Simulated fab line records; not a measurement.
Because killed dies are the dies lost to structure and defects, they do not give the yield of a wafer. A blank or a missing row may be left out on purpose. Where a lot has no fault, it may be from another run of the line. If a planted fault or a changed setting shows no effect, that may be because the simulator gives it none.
Struck lot and sound lot, side by side | flow sky130 | 16 out of 708 route steps
Sound: the wafers L110.1, L110.3, L110.4. The struck wafers were L112.1, L112.2, L112.4. The cause is given at the end.
Order at every step that has rows: each side's tool, ch and its chambers, its first start. Under that, the readings that differ: sound wafers | struck wafers | difference of the means | sigmas: that difference in standard deviations of wafers without a fault.
alike: a reading whose means differ by less than 2 such deviations, as well as words and numbers matching on both sides. not compared: withheld readings; readings where some wafer has no value; bounds like >300 that might hide an equal value; numbers whose values overlap and for which the record gives no deviation.
A row with sigmas, a row that says differs or no value, or rows on one side alone: a step with any of these is where the two part. Numbers that don't overlap but have no deviation are shown without sigmas and don't part them. A reading missing from all wafers of one side parts the sides only when that side holds two or more wafers.

SKY_LDD_HVP_TW_MEAS_10:
  sound on film metro-02 at day 24 04:04; struck on film metro-01 at day 24 20:07
  alike: LDD_HVP_TW
then, 7 steps without rows for these wafers: SKY_LDD_LDN_DEHYDRATE_00 (time 60 s); SKY_LDD_LDN_HMDS_01 (prime time 60 s); SKY_LDD_LDN_COAT_02 (resist thk 1140 nm); SKY_LDD_LDN_SOFTBAKE_03 (time 60 s); SKY_LDD_LDN_EXPOSE_04 (exposes mask LDNTM, target cd 700 nm); SKY_LDD_LDN_PEB_05; SKY_LDD_LDN_DEVELOP_06 (develop time 60 s).
SKY_LDD_LDN_OVL_MEAS_07:
  sound on overlay-02 at day 25 09:12; struck on overlay-02 at day 26 02:05
  alike: LDD_LDN_OVL
then, 3 steps without rows for these wafers: SKY_LDD_LDN_IMPLANT_08; SKY_LDD_LDN_IMPLANT_09; SKY_LDD_LDN_IMPLANT_10.
SKY_LDD_LDN_IMPLANT_11:
  sound on implanter-03 ch 0, day 25 09:41; struck on implanter-03 ch 0, day 26 02:34
  reading            | sound                            | struck                        | difference | sigmas
  dose ions cm2      | 1.2511e+13 1.2512e+13 1.2495e+13 | 7.483e+12 7.474e+12 7.498e+12 | -5.021e+12 | -99 or more
  faraday current uA | 71.4 68.9 68.7                   | 41.3 41.9 41.7                | -28.0      | -19
SKY_LDD_LDN_STRIP_12: strips in O2/N2.
  sound on plasma asher-01 ch 0,1, day 25 09:50; struck on plasma asher-03 ch 0,1, day 26 02:43
  alike: drypump motor current A, oes product au, strip time to endpoint s
  not compared: rf hours counter h
SKY_LDD_LDN_TW_MEAS_13:
  sound on film metro-02 at day 25 09:56; struck on film metro-02 at day 26 02:49
  reading    | sound          | struck         | difference | sigmas
  LDD_LDN_TW | 1502 1500 1510 | 1449 1450 1449 | -55        | -5
  not compared: hold
-- here the record skips 22 days between the struck wafers' starts before and after, leaving off in module LDD_LDN and picking up in module PAD_OPEN (first step shown: number 708 of the route) --
SKY_PAD_OPEN_PROBE_99:
  sound on prober-02 at day 47 10:47; struck on prober-01 at day 47 23:17
  reading                         | sound          | struck         | difference | sigmas
  model.etest.tip sonos.rs ohm sq | 2690 2709 2696 | 2726 2821 2742 | +65        |
  alike: killed_at_M0_to_M3, killed_at_M4_up, killed at contacts, killed at front end, killed at other, killed dies, killed open, killed short

## WHERE THEY PART
At SKY_LDD_LDN_IMPLANT_11 first; at SKY_LDD_LDN_TW_MEAS_13 last (within this record only). Later steps at which nothing parts them and some readings are alike: SKY_PAD_OPEN_PROBE_99.

WHY: what the simulator had put in
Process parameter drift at SKY_LDD_LDN_IMPLANT_11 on implanter-03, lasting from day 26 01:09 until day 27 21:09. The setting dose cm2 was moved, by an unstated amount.
